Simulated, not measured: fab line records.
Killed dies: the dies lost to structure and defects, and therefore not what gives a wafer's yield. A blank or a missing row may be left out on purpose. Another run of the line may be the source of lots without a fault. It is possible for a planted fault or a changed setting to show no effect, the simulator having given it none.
What tool caused it? :: flow sky130 :: 6 lots with 18 wafers sampled at 2 steps, on a route of 708 steps

## WHAT THE GAUGES SHOWED, per wafer
SKY_METAL5_RS_MEAS_05: measurement is done with a four-point probe.
lot: L975
measured: day 43 11:51
on: film metro-03
METAL5_ALCU_RS (ohm/sq): 0.02716 0.02708 0.02665

lot: L978
measured: day 44 13:44
on: film metro-03
METAL5_ALCU_RS (ohm/sq): 0.02705 0.02706 0.02696

lot: L982
measured: day 45 17:43
on: film metro-04
METAL5_ALCU_RS (ohm/sq): 0.02727 0.02701 0.02729

lot: L984
measured: day 46 05:55
on: film metro-01
METAL5_ALCU_RS (ohm/sq): 0.02698 0.02728 0.02703

lot: L986
measured: day 46 11:51
on: film metro-04
METAL5_ALCU_RS (ohm/sq): 0.02664 0.02734 0.02734

lot: L995
measured: day 48 13:55
on: film metro-03
METAL5_ALCU_RS (ohm/sq): 0.02682 0.02716 0.02693

## WHAT TOOL EACH LOT RAN ON (gives the tool, then ch and the chambers of the sampled wafers, and finally the start)
lot: L975
SKY_METAL4_SPUTTER_01: pvd sputter-03, day 40 06:55

lot: L978
SKY_METAL4_SPUTTER_01: pvd sputter-03, day 41 09:26

lot: L982
SKY_METAL4_SPUTTER_01: pvd sputter-02, day 42 19:45

lot: L984
SKY_METAL4_SPUTTER_01: pvd sputter-02, day 43 08:10

lot: L986
SKY_METAL4_SPUTTER_01: pvd sputter-02, day 43 15:05

lot: L995
SKY_METAL4_SPUTTER_01: pvd sputter-03, day 45 23:17
- SKY_METAL4_SPUTTER_01: material TiN, target thk 20 nm, time 16.7 s.

## THE ANSWER, worked out from the rows above alone
Rule: the lots themselves supply what counts as usual. Put in order of their means at a reading, lots are off if they are a third of the lots or fewer, leave a main group of 4 or more, and stand apart from it by a gap of 3 or more times the standard deviation of the main group's means; of several such gaps the widest counts. If all means in a main group match to the digits the tables above print for the reading, that group is not used. Also off: a lot with no number at a reading for which 4 or more lots have one. Any other lot the step has rows for is counted as sound.
None of the lots is off at any reading shown; this tells nothing.

## WHAT THE SIMULATOR PUT IN
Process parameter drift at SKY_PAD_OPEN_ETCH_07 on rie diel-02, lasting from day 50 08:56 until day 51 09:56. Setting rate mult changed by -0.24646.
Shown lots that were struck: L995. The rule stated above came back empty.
